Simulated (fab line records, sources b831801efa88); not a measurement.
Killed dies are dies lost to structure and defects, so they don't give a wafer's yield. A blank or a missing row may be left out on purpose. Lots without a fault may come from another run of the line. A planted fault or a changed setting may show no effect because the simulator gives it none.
Which tool did it? | flow gf180mcu | 6 lots, 18 wafers sampled, at 2 steps of a route of 602

WHAT THE GAUGES READ, wafer by wafer
GF_HV_LDD_OVL_MEAS_08.
lot  | measured     | on         | HV_LDD_OVL (nm)
L745 | day 10 22:37 | overlay-02 | 0.9 -0.6 1.4
L749 | day 11 18:28 | overlay-02 | 1.3 2.4 0.2
L753 | day 12 14:53 | overlay-01 | 1.0 2.5 -0.1
L755 | day 13 01:37 | overlay-02 | 224.4 224.8 225.9
L757 | day 13 20:10 | overlay-01 | -1.7 -0.2 -0.2
L761 | day 14 23:31 | overlay-01 | 1.6 2.0 0.3

WHICH TOOL RAN EACH LOT (tool, then ch and the chambers of the sampled wafers, then the start)
lot  | GF_HV_LDD_EXPOSE_04
L745 | iline_stepper-02 ch 0, day 10 13:33
L749 | iline_stepper-02 ch 0, day 11 08:58
L753 | iline_stepper-02 ch 0, day 12 05:25
L755 | iline_stepper-02 ch 0, day 12 16:03
L757 | iline_stepper-01 ch 0, day 13 10:25
L761 | iline_stepper-01 ch 0, day 14 13:02
- GF_HV_LDD_EXPOSE_04: exposes mask Nplus LV AREA, target cd 400 nm.

THE ANSWER, worked out from the rows above alone
Rule: what is usual is taken from the lots themselves. Put in order of their means at a reading, lots are off if they are a third of the lots or fewer, leave a main group of 4 or more, and stand apart from it by a gap of 3 or more times the standard deviation of the main group's means; of several such gaps the widest counts. A main group whose means are all the same, to the digits that the tables above print for the reading, isn't used. A lot without any number at a reading at which 4 lots or more have one is off too. The other lots that the step has rows for count as sound.
Off: L755, at GF_HV_LDD_OVL_MEAS_08 (HV_LDD_OVL). The main group: mean 0.7 nm, standard deviation 0.76.
A tool fits if, at a process step before that reading, it ran every lot that is off, and no sound lot after the first of them. The gauges at GF_HV_LDD_OVL_MEAS_08 are tried like those tools. Can't be told from this: 2 tools fit, iline_stepper-02 at GF_HV_LDD_EXPOSE_04, overlay-02 at GF_HV_LDD_OVL_MEAS_08.

WHAT THE SIMULATOR HAD PUT IN
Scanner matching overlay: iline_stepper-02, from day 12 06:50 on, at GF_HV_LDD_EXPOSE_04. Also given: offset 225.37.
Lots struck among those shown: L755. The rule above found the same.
